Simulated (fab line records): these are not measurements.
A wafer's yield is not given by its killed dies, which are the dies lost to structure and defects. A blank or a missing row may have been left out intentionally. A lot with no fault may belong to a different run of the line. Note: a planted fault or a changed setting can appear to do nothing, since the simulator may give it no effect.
A struck lot beside a sound one :: flow gf180mcu :: 17 steps out of a route of 602
Sound: the wafers L234.2, L234.4, L234.5. Wafers struck: L229.1, L229.4, L229.6. The cause is named last.
Each step with rows lists, per side, the tool, then ch with its chambers, then its first start. Under that, the readings that differ: sound wafers :: struck wafers :: difference of the means :: sigmas: that difference in standard deviations of wafers without a fault.
alike: readings with means less than 2 such deviations apart, plus words and numbers identical on both sides. not compared: withheld readings, readings lacking a value on some wafer, bounds such as >300 that could conceal the same value, and numbers that have no deviation in the record and whose values overlap.
Wherever a step has rows on one side only, a row that says differs or no value, or a row with sigmas, the two part there. Numbers that have no deviation but don't overlap get no sigmas and don't part them. A reading that every wafer of one side lacks parts them only if that side has two wafers or more.

first, 2 steps without rows for these wafers: GF_V5_STRIP_19 (strips in post etch residue remover, time 1200 s); GF_V5_CLEAN_20 (cleans in DIW).
GF_V5_SPUTTER_21: material Ti, target thk 15 nm, time 80.02 s.
  struck on pvd_sputter-02, day 32 11:12; sound on pvd_sputter-03, day 33 09:29
  alike: cathode_dc_power_W, chamber_pressure_pa, throttle_valve_pct
GF_V5_SPUTTER_22: material TiN, target thk 10 nm, time 40 s.
  struck on pvd_sputter-02, day 32 11:16; sound on pvd_sputter-03, day 33 09:32
reading: chamber_pressure_pa (Pa)
sound: 5.002 5.027 5.005
struck: 4.985 4.997 4.986
difference: -0.022
sigmas: -2
  alike: cathode_dc_power_W, throttle_valve_pct
GF_V5_CVD_23: deposits W, target thk 350 nm, time 104.9 s.
  sound on cvd_w-02 ch 0,1, day 33 09:35; struck on cvd_w-01 ch 1, day 32 11:18
  alike: heater_power_w
  not compared: since_wet_clean_h
GF_V5_RS_MEAS_24: measures by four-point-probe.
  struck on film_metro-02, day 32 11:26; sound on film_metro-01, day 33 09:43
reading: V5_W_RS (ohm/sq)
sound: 0.325 0.317 0.328
struck: 0.333 0.337 0.333
difference: +0.011
sigmas: +2
GF_V5_THK_MEAS_25: measures by xrf.
  struck on film_metro-02, day 32 11:33; sound on film_metro-01, day 33 09:49
reading: V5_W_THK (nm)
sound: 350 355 347
struck: 337 335 341
difference: -13
sigmas: -2
then, 1 step without rows for these wafers: GF_V5_CMP_26 (polishes, stops on SiO2, t overpolish 15 s, target thk 0 nm).
GF_TOP_METAL_SPUTTER_00: material Ti, target thk 37.5 nm, time 150 s.
  struck on pvd_sputter-03, day 32 11:55; sound on pvd_sputter-04, day 33 10:10
  alike: cathode_dc_power_W, chamber_pressure_pa, throttle_valve_pct
GF_TOP_METAL_SPUTTER_01: material TiN, target thk 30 nm, time 25 s.
  struck on pvd_sputter-03, day 32 12:01; sound on pvd_sputter-04, day 33 10:16
  alike: cathode_dc_power_W, chamber_pressure_pa, throttle_valve_pct
then, 2 steps without rows for these wafers: GF_TOP_METAL_SPUTTER_02 (material AlCu, target thk 900 nm, time 47.82 s); GF_TOP_METAL_SPUTTER_03 (material Ti, target thk 5 nm, time 3.3 s).
GF_TOP_METAL_SPUTTER_04: material TiN, target thk 25 nm, time 20.8 s.
  struck on pvd_sputter-03, day 32 12:06; sound on pvd_sputter-04, day 33 10:22
  no value came back on the struck wafers for cathode_dc_power_W (W), chamber_pressure_pa (Pa), throttle_valve_pct (%); on the sound wafers cathode_dc_power_W (W) reads 6499.7 6502.3 6502.2
GF_TOP_METAL_RS_MEAS_05: measures by four-point-probe.
  struck on film_metro-01, day 32 12:08; sound on film_metro-01, day 33 10:26
  alike: TOP_METAL_ALCU_RS
GF_TOP_METAL_THK_MEAS_06: measures by xrf.
  struck on film_metro-01, day 32 12:15; sound on film_metro-01, day 33 10:32
reading: TOP_METAL_ALCU_THK (nm)
sound: 918 923 924
struck: 956 963 953
difference: +36
sigmas: +4
then, 2 steps without rows for these wafers: GF_TOP_METAL_DEHYDRATE_07 (time 60 s); GF_PASSIVATION_PROBE_99.

== WHERE THEY PART ==
At GF_V5_SPUTTER_22 first; at GF_TOP_METAL_THK_MEAS_06 last (within this record only).

WHY: what the simulator had put in
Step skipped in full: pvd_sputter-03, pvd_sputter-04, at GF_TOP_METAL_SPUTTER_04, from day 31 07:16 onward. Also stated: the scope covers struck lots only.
